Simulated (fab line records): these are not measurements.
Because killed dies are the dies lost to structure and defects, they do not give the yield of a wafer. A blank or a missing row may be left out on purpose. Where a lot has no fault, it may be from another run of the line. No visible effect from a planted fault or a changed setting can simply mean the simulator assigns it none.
fab line records | flow sfqLine
record lots=6 wafers=18 lastDay=93
route steps=325 shown I2@117 M3@118
lots untouched by any fault: they come from a run of this same line in which no faults occurred
startH: hours from the record's first day to the start of the lot's first wafer shown | waitH: hours elapsed since this lot's preceding step | " as in the row above | L1.1+2: several wafers, shown together as one row | - no value, or no start was given | * or withheld: withheld | < > ~ a bound
route shown NAME@n: names a module that has steps shown in the file, with the first one's number in the route | usual: mean/standard deviation taken from wafers without a fault | same: alike in all rows | chamber/n: place in a boat | sites: per-site readings | _std_site: how widely they spread, as a standard deviation | _edge_site: mean of outer sites minus mean of inner sites | radiusMm: for every site, how far away it sits from the centre of the wafer | mask NAME#n: copy n | behind: tool/chamber where the wafer was last shaped | hold: why the lot was held/for how many hours/how that ended | device: transistor that didn't switch, given as n, p or np | end of line: the tests these same wafers got at the end of their route | where a step has no rows: the recipe by itself | killed: dies lost to structure and defects at the first sort, not the wafer's yield | map: a wafer's dies, marking killed ones x, the rest . and places with no die _
set.NAME: the setting as run; set.NAME@STEP: as run at that earlier step | model.NAME: the simulator's own value behind a step, which no gauge read
a table for each step, a row for each wafer; lots at some steps of the route
services: when a tool's chamber went out of use (startH, in hours from the record's first day, below 0 if earlier), for how many hours, and the reason
## steps
# step SFQ_TRILAYER_I2_VIA_STRIP_SOLV_CLEAN_072
# recipe chemistry=NMP tempC=70 timeS=600
# step SFQ_TRILAYER_M3_DEP_PRE_CLEAN_074
# recipe gas=Ar timeS=22.5 biasV=250
# step SFQ_TRILAYER_M3_DEP_SPUTTER_073
# recipe material=Nb basePressurePa=1.33e-06 chamberPressurePa=0.1333 substrateTempC=20 resputterCathodeVoltageV=400 targetThkNm=200 powerW=2000 timeS=133.3
# usual basePressurePa=1.32e-06/8e-08 throttleValvePct=29.9/0.91
# columns lot.wafer tool chamber startH waitH basePressurePa throttleValvePct
L328.1 pvdSputter-03 - 500.23 0.0 1.37e-06 30.2
L328.2 " - " " 1.25e-06 29.9
L328.4 " - " " 1.24e-06 29.5
L329.1 pvdSputter-05 - 517.03 0.0 1.27e-06 30.0
L329.5 " - " " 1.48e-06 30.1
L329.6 " - " " 1.31e-06 29.5
L334.1 pvdSputter-05 - 563.59 0.0 1.33e-06 31.6
L334.5 " - " " 1.44e-06 29.3
L334.6 " - " " 1.4e-06 30.2
L335.1 pvdSputter-05 - 583.96 0.0 1.41e-06 30.6
L335.3 " - " " 1.35e-06 30.2
L335.4 " - " " 1.31e-06 29.4
L347.4 pvdSputter-04 - 694.69 0.0 1.32e-06 30.4
L347.5 " - " " 1.29e-06 30.5
L347.6 " - " " 1.39e-06 30.5
L348.3 pvdSputter-05 - 703.10 0.0 1.3e-06 30.2
L348.5 " - " " 1.29e-06 30.6
L348.6 " - " " 1.45e-06 30.1
# step SFQ_M3_RS_MEAS_919
# recipe thkMeasGauge=four-point-probe reads=Nb_of_TRILAYER_M3_DEP_SPUTTER_073
# usual M3_NB_RS=0.889/0.01
# columns lot.wafer tool chamber startH waitH M3_NB_RS[ohm/sq]
L328.1 filmMetro-03 - 500.32 0.0 0.894
L328.2 " - " " 0.890
L328.4 " - " " 0.890
L329.1 filmMetro-01 - 517.12 0.0 0.889
L329.5 " - " " 0.892
L329.6 " - " " 0.905
L334.1 filmMetro-03 - 563.68 0.0 0.893
L334.5 " - " " 0.893
L334.6 " - " " 0.874
L335.1 filmMetro-01 - 584.05 0.0 0.875
L335.3 " - " " 0.865
L335.4 " - " " 0.886
L347.4 filmMetro-04 - 694.84 0.1 0.886
L347.5 " - " " 0.884
L347.6 " - " " 0.880
L348.3 filmMetro-04 - 703.23 0.1 0.904
L348.5 " - " " 0.903
L348.6 " - " " 0.908
# step SFQ_TRILAYER_M3_LITHO_COAT_080
# recipe resist=BARC spinRpm=3000 resistThkNm=62
# step SFQ_TRILAYER_M3_LITHO_COAT_075
# recipe resist=KrF spinRpm=3000 resistThkNm=600
# step SFQ_TRILAYER_M3_LITHO_SOFTBAKE_079
# recipe tempC=withheld timeS=withheld resist=KrF
# step SFQ_TRILAYER_M3_LITHO_EXPOSE_076
# recipe maskId=M3 na=0.6 sourceShape=conventional sigmaOuter=0.65 targetCdNm=500 doseMj=14.4
# step SFQ_TRILAYER_M3_LITHO_PEB_078
# recipe pebTempC=115 pebTimeS=60 resist=KrF
# step SFQ_TRILAYER_M3_LITHO_DEVELOP_077
# recipe timeS=60 resist=KrF
# step SFQ_M3_OVL_MEAS_921
# usual M3_OVL=-2/6.4
# columns lot.wafer tool chamber startH waitH M3_OVL[nm]
L328.1 overlay-01 - 605.11 0.1 3
L328.2 " - " " -1
L328.4 " - " " -1
L329.1 overlay-01 - 623.39 0.1 -4
L329.5 " - " " -7
L329.6 " - " " -5
L334.1 overlay-02 - 703.43 0.1 -2
L334.5 " - " " 2
L334.6 " - " " 0
L335.1 overlay-02 - 727.85 0.1 -3
L335.3 " - " " -2
L335.4 " - " " -3
L347.4 overlay-02 - 831.91 0.1 -13
L347.5 " - " " -1
L347.6 " - " " -8
L348.3 overlay-02 - 840.30 0.1 -1
L348.5 " - " " -5
L348.6 " - " " 0
# step SFQ_TRILAYER_M3_BARC_OPEN_METAL_ETCH_100
# recipe maskMaterial=PR chemistry=O2 targetDepthNm=125 target=BARC icpW=600 biasW=80 pressureMtorr=10 timeS=41.7
# usual drypumpMotorCurrentA=5.9/0.66 oesProductAu=0.685/0.0046 runLengthS=70.0/0.88
# columns lot.wafer tool chamber startH waitH drypumpMotorCurrentA oesProductAu rfHoursCounterH runLengthS model.KrF_of_TRILAYER_M3_LITHO_COAT_075.thkNm
L328.1 rieMetal-01 0 605.15 0.0 6.5 0.687 134 69.4 523.4
L328.2 " 1 " " 6.2 0.676 141 69.6 523.2
L328.4 " 1 " " 6.2 0.693 - 69.7 523.1
L329.1 rieMetal-02 0 623.42 0.0 4.6 0.686 162 69.7 519.2
L329.5 " 1 " " 5.2 0.688 - 70.5 521.1
L329.6 " 0 " " 4.7 0.683 - 69.9 521.3
L334.1 rieMetal-01 1 703.47 0.0 6.1 0.757 155 64.3 528.7
L334.5 " 1 " " 6.2 0.771 - 64.4 530.1
L334.6 " 0 " " 6.5 0.759 - 64.8 530.9
L335.1 rieMetal-01 1 727.89 0.0 6.2 0.760 159 67.1 524.4
L335.3 " 1 " " 6.2 0.754 - 67.8 526.5
L335.4 " 0 " " 6.5 0.753 - 67.3 526
L347.4 rieMetal-01 0 831.94 0.0 6.5 0.675 - 69.8 524
L347.5 " 1 " " 6.2 0.684 - 69.4 523.3
L347.6 " 0 " " 6.5 0.681 - 70.1 522.3
L348.3 rieMetal-01 1 840.35 0.0 6.2 0.685 - 72.5 523.5
L348.5 " 0 " " 6.5 0.680 - 72.6 523.9
L348.6 " 1 " " 6.2 0.682 - 72.5 523.9
# step SFQ_TRILAYER_M3_ETCH_METAL_ETCH_078
# recipe target=Nb stopOn=SiO2 maskMaterial=PR chemistry=Cl2/Ar targetDepthNm=240 icpW=600 biasW=80 pressureMtorr=10 timeS=120
# usual drypumpMotorCurrentA=5.9/0.66 oesProductAu=0.895/0.0073 runLengthS=148.4/0.85
# columns lot.wafer tool chamber startH waitH drypumpMotorCurrentA oesProductAu rfHoursCounterH runLengthS model.KrF_of_TRILAYER_M3_LITHO_COAT_075.thkNm
L328.1 rieMetal-01 0 605.21 0.0 6.5 0.902 135 148.1 381.8
L328.2 " 1 " " 6.2 0.906 141 147.6 381.9
L328.4 " 1 " " 6.2 0.891 - 147.8 382.6
L329.1 rieMetal-02 0 623.48 0.0 4.6 0.899 162 148.0 377.5
L329.5 " 1 " " 5.3 0.893 - 148.4 381.7
L329.6 " 0 " " 4.6 0.886 - 148.2 380.1
L334.1 rieMetal-01 1 703.53 0.0 6.2 0.894 155 147.8 386.2
L334.5 " 1 " " 6.2 0.892 - 147.8 386.3
L334.6 " 0 " " 6.5 0.908 - 147.9 390.6
L335.1 rieMetal-01 1 727.97 0.1 6.2 0.899 159 151.0 384.2
L335.3 " 1 " " 6.2 0.899 - 150.6 385.8
L335.4 " 0 " " 6.6 0.899 - 150.8 387.9
L347.4 rieMetal-01 0 832.03 0.1 6.5 0.893 - 148.2 385.6
L347.5 " 1 " " 6.2 0.901 - 147.8 386.7
L347.6 " 0 " " 6.5 0.905 - 147.9 385.9
L348.3 rieMetal-01 1 840.46 0.1 6.2 0.886 - 150.7 387.3
L348.5 " 0 " " 6.5 0.896 - 151.0 388.1
L348.6 " 1 " " 6.2 0.886 - 150.5 387.8
# step SFQ_TRILAYER_M3_STRIP_STRIP_079
# recipe gas=O2 powerW=200 platenTempC=40 overashFraction=0.65 chemistry=O2 pressureMtorr=50
# usual drypumpMotorCurrentA=5.9/0.66 oesProductAu=0.997/0.0098
# columns lot.wafer tool chamber startH waitH drypumpMotorCurrentA oesProductAu rfHoursCounterH
L328.1 rieMetal-01 0 605.33 0.1 6.5 0.990 135
L328.2 " 1 " " 6.2 0.997 141
L328.4 " 1 " " 6.2 0.997 -
L329.1 rieMetal-02 0 623.61 0.1 4.7 0.988 162
L329.5 " 1 " " 5.3 0.983 -
L329.6 " 0 " " 4.6 0.998 -
L334.1 rieMetal-01 1 703.65 0.1 6.2 1.008 155
L334.5 " 1 " " 6.2 1.024 -
L334.6 " 0 " " 6.5 0.996 -
L335.1 rieMetal-01 1 728.13 0.1 6.2 1.008 159
L335.3 " 1 " " 6.2 1.010 -
L335.4 " 0 " " 6.5 0.995 -
L347.4 rieMetal-01 0 832.31 0.2 6.6 0.981 -
L347.5 " 1 " " 6.2 0.991 -
L347.6 " 0 " " 6.6 0.988 -
L348.3 rieMetal-01 1 840.84 0.3 6.2 0.979 -
L348.5 " 0 " " 6.5 0.985 -
L348.6 " 1 " " 6.2 0.985 -
## services
# columns tool chamber startH hours kind
rieMetal-01 - 488.70 2.8 repair
pvdSputter-05 2 602.44 - consumableReplace:kit
pvdSputter-05 2 602.44 18.0 scheduledDown
pvdSputter-05 2 602.44 18.0 ventCycle
pvdSputter-04 - 611.91 7.5 repair
pvdSputter-03 0 686.13 - consumableReplace:kit
pvdSputter-03 0 686.13 18.0 scheduledDown
pvdSputter-03 0 686.13 18.0 ventCycle
pvdSputter-03 - 693.81 0.5 repair
rieMetal-02 0 704.73 - clean
rieMetal-02 0 704.73 14.1 scheduledDown
rieMetal-02 0 704.73 14.1 ventCycle
rieMetal-02 0 732.77 3.9 repair
rieMetal-01 1 749.55 - clean
rieMetal-01 1 749.55 16.6 scheduledDown
rieMetal-01 1 749.55 16.6 ventCycle
rieMetal-01 0 763.11 11.3 repair
pvdSputter-05 - 772.01 0.9 repair
rieMetal-01 0 774.43 - clean
rieMetal-01 0 774.43 17.0 scheduledDown
rieMetal-01 0 774.43 17.0 ventCycle
rieMetal-01 - 821.76 0.6 repair
rieMetal-02 - 826.05 9.1 repair
## key
firstSign step=SFQ_TRILAYER_M3_BARC_OPEN_METAL_ETCH_100 reading=oesProductAu direction=up sigmas=16 usual=0.685 struck=0.759
effect step=SFQ_TRILAYER_M3_BARC_OPEN_METAL_ETCH_100 reading=runLengthS direction=down sigmas=4.6 usual=* struck=*
modelEffect step=SFQ_TRILAYER_M3_BARC_OPEN_METAL_ETCH_100 value=KrF_of_TRILAYER_M3_LITHO_COAT_075.thkNm without=521.4 struck=527.8
modelEffect step=SFQ_TRILAYER_M3_ETCH_METAL_ETCH_078 value=KrF_of_TRILAYER_M3_LITHO_COAT_075.thkNm without=380.5 struck=386.9
metAt SFQ_TRILAYER_M3_BARC_OPEN_METAL_ETCH_100
struckWafers L334.1,L334.5,L334.6,L335.1,L335.3,L335.4
onsetBetween 605.15 703.47
fault kind=processParameterDrift tool=rieMetal-01 chamber=- onsetH=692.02 steps=SFQ_TRILAYER_M3_BARC_OPEN_METAL_ETCH_100 channel=timeS offset=* shape=step endH=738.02 actsIn=* stated=*
